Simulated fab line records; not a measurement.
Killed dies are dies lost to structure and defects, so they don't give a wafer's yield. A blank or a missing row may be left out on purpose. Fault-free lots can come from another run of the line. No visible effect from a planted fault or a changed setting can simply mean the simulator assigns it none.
Matching of chambers | flow sky130 | SKY_VIA3_CMP_02 on cmp-02: 4 sister chambers
The step polishes SiO2. 33 wafers are shown with their chamber, then 12 later ones without.

## WAFERS PAIRED WITH THEIR CHAMBERS
wafer  | chamber | motor-current-A (A)
L074.1 | 3       | 11.7
L074.3 | 1       | 12.3
L074.6 | 3       | 11.3
L076.1 | 3       | 10.9
L076.2 | 1       | 12.2
L076.4 | 2       | 12.6
L079.1 | 1       | 12.1
L079.4 | 0       | 11.7
L079.6 | 3       | 11.7
L081.1 | 3       | 12.0
L081.4 | 1       | 11.6
L081.5 | 0       | 11.5
L082.3 | 0       | 11.5
L082.5 | 3       | 11.7
L082.6 | 0       | 11.9
L084.2 | 3       | 11.4
L084.4 | 2       | 13.1
L084.6 | 0       | 12.1
L085.2 | 1       | 11.8
L085.3 | 3       | 11.6
L085.5 | 1       | 11.9
L087.1 | 2       | 12.9
L087.2 | 3       | 11.7
L087.3 | 1       | 13.1
L088.1 | 2       | 13.4
L088.3 | 1       | 12.6
L088.6 | 3       | 12.4
L089.3 | 0       | 11.6
L089.4 | 3       | 12.0
L089.5 | 2       | 12.7
L090.2 | 3       | 11.4
L090.3 | 0       | 12.7
L090.5 | 1       | 11.3

SIGNATURES (averages over the wafers above)
reading         | chamber 0 | chamber 1 | chamber 2 | chamber 3 | scatter within a chamber
motor-current-A | 11.857    | 12.100    | 12.940    | 11.650    | 0.435
Rule: for a wafer and a chamber, the distance is found by dividing, reading by reading, the gap between the wafer's reading and the chamber's mean by the reading's scatter, squaring, summing and taking the root. If the next closest chamber is less than 2 further off than the closest, the wafer can't be placed; otherwise it belongs to the closest. The scatter: take each reading less its chamber's mean, square it, sum over the shown wafers, divide by the number of wafers less the number of chambers, and take the root.

## WAFERS WHOSE CHAMBER IS MISSING
wafer  | motor-current-A (A)
L092.1 | 11.6
L092.4 | 12.4
L092.5 | 11.4
L094.1 | 13.0
L094.4 | 11.2
L094.5 | 12.8
L097.1 | 12.4
L097.4 | 11.6
L097.5 | 11.2
L095.2 | 11.7
L095.4 | 13.2
L095.5 | 12.9

## EACH ONE'S CHAMBER
wafer  | from the rows above               | in truth
L092.1 | can't be placed: 3 or 0 or 1      | 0
L092.4 | can't be placed: 1 or 2 or 0 or 3 | 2
L092.5 | can't be placed: 3 or 0 or 1      | 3
L094.1 | can't be placed: 2 or 1           | 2
L094.4 | can't be placed: 3 or 0 or 1      | 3
L094.5 | can't be placed: 2 or 1 or 0      | 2
L097.1 | can't be placed: 1 or 2 or 0 or 3 | 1
L097.4 | can't be placed: 3 or 0 or 1      | 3
L097.5 | can't be placed: 3 or 0 or 1      | 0
L095.2 | can't be placed: 3 or 0 or 1      | 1
L095.4 | can't be placed: 2 or 1           | 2
L095.5 | can't be placed: 2 or 1           | 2
Correctly placed: 0 of 12. Not placeable from these rows: 12 (in 12, the candidates include the true chamber). Number placed wrongly: 0.
